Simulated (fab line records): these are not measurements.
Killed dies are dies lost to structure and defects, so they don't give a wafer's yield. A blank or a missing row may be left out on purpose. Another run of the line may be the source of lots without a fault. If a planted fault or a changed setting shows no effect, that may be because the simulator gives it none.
Which tool is to blame? + flow gf180mcu + 36 wafers from 12 lots sampled at 2 of the route's 602 steps

== WHAT EACH GAUGE READ, for each wafer ==
GF_M4_OVL_MEAS_15.
| lot  | measured     | on         | M4_OVL (nm) |
|------|--------------|------------|-------------|
| L075 | day 24 02:16 | overlay-02 | 7 2 5       |
| L077 | day 24 16:36 | overlay-02 | 1 4 -6      |
| L080 | day 25 09:36 | overlay-01 | 0 8 -7      |
| L081 | day 25 23:07 | overlay-01 | 0 -1 -3     |
| L083 | day 26 08:09 | overlay-02 | 11 1 1      |
| L085 | day 27 00:46 | overlay-02 | -5 2 3      |
| L087 | day 27 21:39 | overlay-02 | 10 2 10     |
| L089 | day 28 09:46 | overlay-02 | -5 14 -1    |
| L091 | day 28 20:18 | overlay-01 | -5 6 7      |
| L093 | day 29 12:36 | overlay-01 | 14 -2 11    |
| L095 | day 30 01:08 | overlay-01 | -2 2 2      |
| L097 | day 30 10:49 | overlay-02 | -5 9 5      |

== WHAT TOOL EACH LOT RAN ON (gives the tool, then ch and the chambers of the sampled wafers, and finally the start) ==
| lot  | GF_V3_CMP_26                  |
|------|-------------------------------|
| L075 | cmp-02 ch 0,1,3, day 23 03:32 |
| L077 | cmp-02 ch 2,3, day 23 17:56   |
| L080 | cmp-02 ch 0,3, day 24 12:27   |
| L081 | cmp-01 ch 0,1, day 25 00:32   |
| L083 | cmp-01 ch 2,3, day 25 11:19   |
| L085 | cmp-02 ch 0,2,3, day 26 03:58 |
| L087 | cmp-01 ch 0,1, day 27 01:30   |
| L089 | cmp-02 ch 0,1, day 27 13:10   |
| L091 | cmp-02 ch 1,2,3, day 28 00:46 |
| L093 | cmp-01 ch 0,1,3, day 28 17:06 |
| L095 | cmp-01 ch 2,3, day 29 05:26   |
| L097 | cmp-02 ch 0,2, day 29 15:30   |
- GF_V3_CMP_26: polishes, stops on SiO2, t overpolish 15 s, target thk 0 nm.

== THE ANSWER, worked out from the rows above alone ==
Rule: usual is defined by the lots themselves. The widest of any qualifying gaps counts: lots, ordered by their means at a reading, are off when they make up no more than a third of the lots, leave a main group of 4 or more, and stand apart from it by 3 or more times the standard deviation of that group's means. The tables above print the reading to a certain number of digits; a main group whose means all agree to those digits is not used. Also off: a lot with no number at a reading for which 4 or more lots have one. The other lots that the step has rows for count as sound.
No lot is off on any of the readings shown, so nothing can be concluded from this.

== WHAT WAS PUT IN BY THE SIMULATOR ==
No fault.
